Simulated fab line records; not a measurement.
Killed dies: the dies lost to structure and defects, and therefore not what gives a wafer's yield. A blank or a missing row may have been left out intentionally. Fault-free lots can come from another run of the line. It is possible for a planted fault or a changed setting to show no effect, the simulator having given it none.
Struck lot and sound lot, side by side -- flow sky130 -- 16 steps out of a route of 708
Sound: wafers L791.1, L791.3, L791.4. Wafers L800.1, L800.4, L800.6 were the ones struck. The cause comes at the end.
Each step with rows lists, per side, the tool, then ch with its chambers, then its first start. Under that, the readings that differ: sound wafers -- struck wafers -- difference of the means -- sigmas: that difference in standard deviations of wafers without a fault.
alike: readings whose means differ by less than 2 such deviations, and words and numbers that are the same on both sides. not compared: withheld readings, readings that some wafer has no value for, bounds like >300 that may hide the same value, and numbers for which the record gives no deviation and whose values overlap.
A row with sigmas, a row that says differs or no value, or rows on one side alone: a step with any of these is where the two part. Numbers that have no deviation but don't overlap get no sigmas and don't part them. Lack of a reading on every wafer of one side parts them only where that side has two or more wafers.

SKY_VIA3_CMP_02: polishes SiO2.
  sound on cmp-01 ch 0,1,3, day 38 02:46; struck on cmp-01 ch 0,1,3, day 41 06:07
  alike: motor current A, retaining ring pressure frac, slurry filter dp kPa
SKY_VIA3_BOW_MEAS_03:
  sound: film metro-02 at day 38 03:01; struck: film metro-01 at day 41 06:19
  alike: VIA3_BOW
then, 8 steps without rows for these wafers: SKY_VIA3_DEHYDRATE_04 (time 60 s); SKY_VIA3_HMDS_05 (prime time 60 s); SKY_VIA3_COAT_06 (resist thk 60 nm); SKY_VIA3_COAT_07 (resist thk 450 nm); SKY_VIA3_SOFTBAKE_08 (time 90 s); SKY_VIA3_EXPOSE_09 (exposes mask VIM3, target cd 200 nm); SKY_VIA3_PEB_10; SKY_VIA3_DEVELOP_11 (develop time 60 s).
SKY_VIA3_CD_MEAS_12 targets a cd of 200 nm.
  sound: cd sem-01 at day 39 04:17; struck: cd sem-01 at day 42 05:24
  alike: cd nm
SKY_VIA3_OVL_MEAS_13:
  sound: overlay-01 at day 39 04:25; struck: overlay-01 at day 42 05:31
  alike: VIA3_OVL
SKY_VIA3_ETCH_14: etches BARC in N2/H2, stops on SiO2, time 45.9 s, target depth 60 nm.
  sound on rie diel-04 ch 0,2,3, day 39 04:27; struck on rie diel-04 ch 1,3, day 42 05:34
reading,sound,struck,difference,sigmas
oes product au (a.u.),0.859 0.865 0.853,0.939 0.939 0.929,+0.077,+16
run length s (s),74.2 74.1 74.3,69.9 69.6 70.2,-4.3,-11
model.KrF-thick_of_VIA3_COAT_07.thk nm (nm),393.8 393.3 394.8,397.6 396.1 396.6,+2.8,
  alike: drypump motor current A, throttle valve pct
  not compared: rf hours counter h
SKY_VIA3_ETCH_15: etches SiO2 in C4F8/O2/Ar, stops on TiN, target depth 507 nm, time 78 s.
  sound on rie diel-04 ch 0,2,3, day 39 04:29; struck on rie diel-04 ch 1,3, day 42 05:36
reading,sound,struck,difference,sigmas
model.KrF-thick_of_VIA3_COAT_07.thk nm (nm),292.6 291.7 294.5,297 295.8 295.4,+3,
  alike: oes product au, run length s
  not compared: rf hours counter h
SKY_VIA3_STRIP_16: strips in O2/N2.
  sound on plasma asher-03 ch 0,1, day 39 04:33; struck on plasma asher-03 ch 0,1, day 42 05:40
  alike: drypump motor current A, o2 flow sccm, oes product au, strip time to endpoint s
  not compared: rf hours counter h
-- the record jumps here: 6 days lie between the struck wafers' starts before and after (it left off in module VIA3 and takes up again in module PAD_OPEN, whose first step shown is number 708 of the route) --
SKY_PAD_OPEN_PROBE_99:
  sound: prober-01 at day 45 09:14; struck: prober-02 at day 47 21:52
  alike: defect limited yield, killed_at_M0_to_M3, killed_at_M4_up, killed at contacts, killed at front end, killed at other, killed dies, killed open, killed short, sort_bin_3_pad_short, sort_bin_5_function, sort_bin_6_memory, sort n pass, sort yield pct

== WHERE THEY PART ==
Only at SKY_VIA3_ETCH_14, as far as this record shows. Later steps at which nothing parts them and some readings are alike: SKY_VIA3_ETCH_15, SKY_VIA3_STRIP_16, SKY_PAD_OPEN_PROBE_99.

WHY: the cause the simulator had injected
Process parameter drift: rie diel-04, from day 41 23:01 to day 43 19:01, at SKY_VIA3_ETCH_14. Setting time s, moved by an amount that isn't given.
